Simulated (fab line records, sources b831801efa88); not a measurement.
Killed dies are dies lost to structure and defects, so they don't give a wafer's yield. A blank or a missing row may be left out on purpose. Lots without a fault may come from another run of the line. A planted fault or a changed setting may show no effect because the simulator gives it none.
A struck lot beside a sound one | flow sfq_line | 18 steps out of a route of 325
Sound: wafers L794.1, L794.4, L794.6. Struck: wafers L805.2, L805.5. (L805.1 of the same lot was not struck and is left out.) The cause comes at the end.
At each step with rows: each side's tool, then ch and its chambers, then its first start. Under that, the readings that differ: sound wafers | struck wafers | difference of the means | sigmas: that difference in standard deviations of wafers without a fault.
alike: readings whose means differ by less than 2 such deviations, and words and numbers that are the same on both sides. not compared: withheld readings, readings that some wafer has no value for, bounds like >300 that may hide the same value, and numbers for which the record gives no deviation and whose values overlap.
The two part at a step that has a row with sigmas, a row that says differs or no value, or rows on one side only. Numbers that don't overlap but have no deviation are shown without sigmas and don't part them. A reading that every wafer of one side lacks parts them only if that side has two wafers or more.

SFQ_I0_OVL_MEAS_908:
  sound on overlay-02, day 21 01:16; struck on overlay-01, day 25 22:06
  alike: I0_OVL
SFQ_TRILAYER_I0_VIA_BARC_OPEN_VIA_ETCH_046: etches BARC in O2, target depth 125 nm, time 41.7 s.
  sound on rie_diel-01 ch 0,1,3, day 21 01:19; struck on rie_diel-03 ch 0,1, day 25 22:08
  alike: drypump_motor_current_A, oes_product_au
  not compared: rf_hours_counter_h
SFQ_TRILAYER_I0_VIA_ETCH_VIA_ETCH_034: etches SiO2 in CHF3, stops on Nb, target depth 260 nm.
  sound on rie_diel-01 ch 0,1,3, day 21 01:21; struck on rie_diel-03 ch 0,1, day 25 22:11
  alike: drypump_motor_current_A, oes_product_au
SFQ_TRILAYER_I0_VIA_STRIP_STRIP_035: strips in O2.
  sound on rie_metal-04 ch 0,1, day 21 01:28; struck on rie_metal-04 ch 0,1, day 25 22:17
  alike: drypump_motor_current_A, oes_product_au
  not compared: rf_hours_counter_h
then, 2 steps without rows for these wafers: SFQ_TRILAYER_I0_VIA_STRIP_SOLV_CLEAN_036 (cleans in NMP, time 600 s); SFQ_TRILAYER_M1_DEP_PRE_CLEAN_038 (time 22.5 s).
SFQ_TRILAYER_M1_DEP_SPUTTER_037: material Nb, target thk 200 nm, time 133.3 s.
  sound on pvd_sputter-03, day 21 02:16; struck on pvd_sputter-04, day 25 23:06
  alike: chamber_pressure_pa, throttle_valve_pct
SFQ_M1_RS_MEAS_909: measures by four-point-probe.
  sound on film_metro-04, day 21 02:21; struck on film_metro-01, day 25 23:11
  alike: M1_NB_RS
then, 3 steps without rows for these wafers: SFQ_TRILAYER_M1_LITHO_COAT_044 (resist thk 62 nm); SFQ_TRILAYER_M1_LITHO_COAT_039 (resist thk 600 nm); SFQ_TRILAYER_M1_LITHO_SOFTBAKE_043.
-- the record jumps here: 6 days lie between the struck wafers' starts before and after --
SFQ_TRILAYER_M1_LITHO_EXPOSE_040: exposes mask M1, target cd 500 nm.
  sound on krf_scanner-02 ch 0, day 27 11:13; struck on krf_scanner-02 ch 0, day 31 19:19
  alike: mask
then, 2 steps without rows for these wafers: SFQ_TRILAYER_M1_LITHO_PEB_042 (peb time 60 s); SFQ_TRILAYER_M1_LITHO_DEVELOP_041 (time 60 s).
SFQ_M1_OVL_MEAS_911:
  sound on overlay-01, day 27 12:43; struck on overlay-01, day 31 20:49
  reading     | sound     | struck | difference | sigmas
  M1_OVL (nm) | -15 -6 -9 | -1 5   | +12        | +2
SFQ_TRILAYER_M1_BARC_OPEN_METAL_ETCH_054: etches BARC in O2, target depth 125 nm, time 41.7 s.
  sound on rie_metal-04 ch 1, day 27 12:46; struck on rie_metal-03 ch 0,1, day 31 20:52
  reading             | sound             | struck      | difference | sigmas
  model.M1.cd_nm (nm) | 500.9 500.2 500.6 | 492.7 491.8 | -8.3       |
  alike: drypump_motor_current_A, oes_product_au
  not compared: rf_hours_counter_h
SFQ_TRILAYER_M1_ETCH_METAL_ETCH_042: etches Nb in Cl2/Ar, stops on SiO2, target depth 240 nm, time 120 s.
  sound on rie_metal-04 ch 1, day 27 12:49; struck on rie_metal-03 ch 0,1, day 31 20:55
  reading             | sound             | struck      | difference | sigmas
  model.M1.cd_nm (nm) | 499.8 499.1 498.8 | 490.8 490.5 | -8.6       |
  alike: drypump_motor_current_A, oes_product_au
  not compared: rf_hours_counter_h
SFQ_TRILAYER_M1_STRIP_STRIP_043: strips in O2.
  sound on rie_metal-04 ch 1, day 27 12:56; struck on rie_metal-03 ch 0,1, day 31 21:02
  alike: drypump_motor_current_A, oes_product_au
  not compared: rf_hours_counter_h

WHERE THEY PART
Only at SFQ_M1_OVL_MEAS_911, within this record. Later steps at which nothing parts them and some readings are alike: SFQ_TRILAYER_M1_BARC_OPEN_METAL_ETCH_054, SFQ_TRILAYER_M1_ETCH_METAL_ETCH_042, SFQ_TRILAYER_M1_STRIP_STRIP_043.

WHY: what the simulator had put in
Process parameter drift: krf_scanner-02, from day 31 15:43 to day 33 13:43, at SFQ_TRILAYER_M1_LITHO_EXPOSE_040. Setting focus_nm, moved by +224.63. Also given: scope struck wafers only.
